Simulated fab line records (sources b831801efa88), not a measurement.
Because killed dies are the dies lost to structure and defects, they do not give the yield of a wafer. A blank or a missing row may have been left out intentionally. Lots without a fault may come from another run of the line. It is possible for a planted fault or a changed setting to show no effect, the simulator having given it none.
A struck lot beside a sound one | flow sky130 | 15 steps out of a route of 708
Sound: these wafers, L772.2, L772.4, L772.5. Struck: wafers L783.4, L783.5 (left out: L783.1, a lot-mate that was not struck); the cause follows at the end.
At each step with rows: each side's tool, then ch and its chambers, then its first start. Under that, the readings that differ: sound wafers | struck wafers | difference of the means | sigmas: that difference in standard deviations of wafers without a fault.
alike: a reading whose means differ by less than 2 such deviations, as well as words and numbers matching on both sides. not compared: withheld readings; readings where some wafer has no value; bounds like >300 that might hide an equal value; numbers whose values overlap and for which the record gives no deviation.
Wherever a step has rows on one side only, a row that says differs or no value, or a row with sigmas, the two part there. Numbers that don't overlap but have no deviation are shown without sigmas and don't part them. A reading missing from all wafers of one side parts the sides only when that side holds two or more wafers.

SKY_SPACER_THK_MEAS_01:
  sound on film-metro-02 at day 25 05:43; struck on film-metro-01 at day 28 22:05
  alike: SPACER_CVD_00_THK
SKY_SPACER_ETCHBACK_02: etches Si3N4 in CH3F/O2, stops on SiO2, time 46.7 s, target depth 45 nm.
  sound on rie-diel-03 ch 1,2, day 25 05:46; struck on rie-diel-01 ch 0,3, day 28 22:08
  reading               | sound             | struck      | difference | sigmas
  ch3f-flow-sccm (sccm) | 40.01 39.81 39.53 | 40.02 40.08 | +0.27      | +2
  alike: drypump-motor-current-A, oes-product-au, throttle-valve-pct
  not compared: rf-hours-counter-h
then, 8 steps without rows for these wafers: SKY_POLY_CUT_DEHYDRATE_00 (time 60 s); SKY_POLY_CUT_HMDS_01 (prime time 60 s); SKY_POLY_CUT_COAT_02 (resist thk 60 nm); SKY_POLY_CUT_COAT_03 (resist thk 450 nm); SKY_POLY_CUT_SOFTBAKE_04 (time 90 s); SKY_POLY_CUT_EXPOSE_05 (exposes mask NPCM, target cd 270 nm); SKY_POLY_CUT_PEB_06; SKY_POLY_CUT_DEVELOP_07 (develop time 60 s).
SKY_POLY_CUT_CD_MEAS_08: target cd 270 nm.
  sound on cd-sem-01 at day 26 10:33; struck on cd-sem-02 at day 30 02:01
  alike: cd-nm
SKY_POLY_CUT_OVL_MEAS_09:
  sound on overlay-01 at day 26 10:39; struck on overlay-01 at day 30 02:08
  alike: POLY_CUT_OVL
SKY_POLY_CUT_ETCH_10: etches BARC in N2/H2, stops on SiO2, time 45.9 s, target depth 60 nm.
  sound on rie-diel-01 ch 0,2,3, day 26 10:41; struck on rie-diel-02 ch 0, day 30 02:10
  reading    | sound            | struck    | difference | sigmas
  bias-w (W) | 99.8 100.1 100.2 | 96.5 95.9 | -3.8       | -12
  alike: drypump-motor-current-A, oes-product-au, throttle-valve-pct
  not compared: rf-hours-counter-h
SKY_POLY_CUT_ETCH_11: etches Si3N4 in CF4/CH2F2/Ar, stops on poly-Si, time 42.5 s, target depth 60 nm.
  sound on rie-diel-01 ch 0,2,3, day 26 10:44; struck on rie-diel-02 ch 0, day 30 02:13
  alike: bias-w, ch2f2-flow-sccm, drypump-motor-current-A, oes-product-au, throttle-valve-pct
  not compared: rf-hours-counter-h
-- record jumps: 20 days separate the struck wafers' starts on either side; left off in module POLY_CUT, taken up again in module PAD_OPEN, whose first shown step is the route's number 708 --
SKY_PAD_OPEN_PROBE_99:
  sound on prober-01 at day 47 07:04; struck on prober-02 at day 49 16:55
  alike: killed_at_M0_to_M3, killed_at_M4_up, killed-at-contacts, killed-at-front-end, killed-at-other, killed-dies, killed-open, killed-short

## WHERE THEY PART
First at SKY_SPACER_ETCHBACK_02; last, within this record, at SKY_POLY_CUT_ETCH_10. Later steps at which nothing parts them and some readings are alike: SKY_POLY_CUT_ETCH_11, SKY_PAD_OPEN_PROBE_99.

WHY: the cause the simulator had injected
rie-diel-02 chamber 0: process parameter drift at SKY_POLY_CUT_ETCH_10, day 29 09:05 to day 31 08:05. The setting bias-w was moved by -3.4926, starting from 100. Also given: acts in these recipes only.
